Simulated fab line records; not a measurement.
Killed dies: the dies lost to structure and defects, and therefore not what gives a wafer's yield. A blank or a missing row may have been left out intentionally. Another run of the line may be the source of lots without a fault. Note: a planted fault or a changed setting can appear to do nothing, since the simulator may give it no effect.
Chamber matching    flow sky130    cmp-02 running SKY_VIA3_CMP_02: 4 sister chambers
The step polishes SiO2. 4 wafers are shown with their chamber, then 11 later ones without.

== WAFERS WITH THEIR CHAMBER ==
wafer   chamber  motor_current_A (A)
L087.3  0        14.7
L089.4  3        10.8
L089.6  1        14.6
L090.1  2        11.7

== WAFERS WITH NO CHAMBER GIVEN ==
wafer   motor_current_A (A)
L090.3  15.9
L090.5  14.5
L091.1  10.4
L091.2  14.9
L091.5  11.0
L092.2  15.2
L092.3  11.0
L092.6  10.5
L096.1  15.6
L096.3  11.0
L096.5  15.8

== CHAMBER TAKEN BY EACH ==
wafer   from the rows above      in truth
L090.3  can't be placed: 0 or 1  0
L090.5  can't be placed: 1 or 0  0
L091.1  can't be placed: 3 or 2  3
L091.2  can't be placed: 0 or 1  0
L091.5  can't be placed: 3 or 2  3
L092.2  can't be placed: 0 or 1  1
L092.3  can't be placed: 3 or 2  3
L092.6  can't be placed: 3 or 2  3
L096.1  can't be placed: 0 or 1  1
L096.3  can't be placed: 3 or 2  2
L096.5  can't be placed: 0 or 1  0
Correct placement for 0 of the 11. Cannot be placed on the basis of these rows: 11; the candidates contain the true chamber in 11. Placed wrongly: 0.
How it was worked out, from the rows above alone: a wafer's distance from a chamber is the root of the sum, over the readings, of the square of ((its reading less the chamber's mean) divided by the reading's scatter). If the next closest chamber is less than 2 further off than the closest, the wafer can't be placed; otherwise it belongs to the closest. The mean given for a chamber averages the wafers shown for that chamber. The scatter: with one shown wafer a chamber, the root of the mean of the squares of how far each hidden wafer lies from its nearest shown one.
